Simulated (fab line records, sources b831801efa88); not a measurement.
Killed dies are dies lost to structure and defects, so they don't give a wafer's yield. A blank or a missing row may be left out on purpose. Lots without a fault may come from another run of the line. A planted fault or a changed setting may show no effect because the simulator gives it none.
Chamber matching | flow gf180mcu | GF_V1_CMP_04 on cmp-02: 4 sister chambers
The step polishes SiO2. 16 wafers are shown with their chamber, then 8 later ones without.

WAFERS WITH THEIR CHAMBER
wafer  | chamber | motor_current_A (A) | time_to_endpoint_s (s)
L379.1 | 1       | 11.4                | 76
L379.4 | 0       | 13.2                | 88
L379.6 | 1       | 11.1                | 83
L381.2 | 1       | 11.5                | 85
L381.4 | 2       | 12.4                | 95
L381.6 | 0       | 13.3                | 89
L382.2 | 3       | 15.0                | 75
L382.4 | 2       | 13.3                | 82
L382.5 | 0       | 12.7                | 82
L396.1 | 1       | 11.5                | 75
L396.2 | 3       | 14.4                | 77
L396.5 | 1       | 11.5                | 83
L397.1 | 1       | 11.6                | 65
L397.3 | 2       | 12.4                | 73
L397.4 | 3       | 15.3                | 74
L399.1 | 1       | 11.2                | 73

SIGNATURES (means of the wafers above)
reading            | chamber 0 | chamber 1 | chamber 2 | chamber 3 | scatter within a chamber
motor_current_A    | 13.067    | 11.400    | 12.700    | 14.900    | 0.337
time_to_endpoint_s | 86.33     | 77.14     | 83.33     | 75.33     | 6.95
Rule: a wafer's distance from a chamber is the root of the sum, over the readings, of the square of ((its reading less the chamber's mean) divided by the reading's scatter). The wafer belongs to the nearest chamber; if the next one is less than 2 further off, it can't be placed. The scatter: the root of (the sum of the squares of (reading less its chamber's mean) over the shown wafers, divided by (wafers less chambers)).

WAFERS WITHOUT THEIR CHAMBER
wafer  | motor_current_A (A) | time_to_endpoint_s (s)
L399.3 | 12.7                | 75
L399.6 | 15.6                | 76
L400.2 | 11.8                | 79
L400.3 | 12.4                | 79
L400.5 | 12.8                | 91
L401.1 | 11.7                | 72
L401.3 | 11.9                | 76
L401.4 | 15.0                | 73

WHICH CHAMBER EACH WENT THROUGH
wafer  | from the rows above          | in truth
L399.3 | can't be placed: 2 or 0      | 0
L399.6 | 3                            | 3
L400.2 | can't be placed: 1 or 2      | 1
L400.3 | can't be placed: 2 or 0 or 1 | 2
L400.5 | can't be placed: 0 or 2      | 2
L401.1 | 1                            | 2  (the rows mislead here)
L401.3 | can't be placed: 1 or 2      | 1
L401.4 | 3                            | 3
Placed correctly: 2 of 8. Can't be placed from these rows: 5 (the true chamber is among the candidates in 5). Placed wrongly: 1.
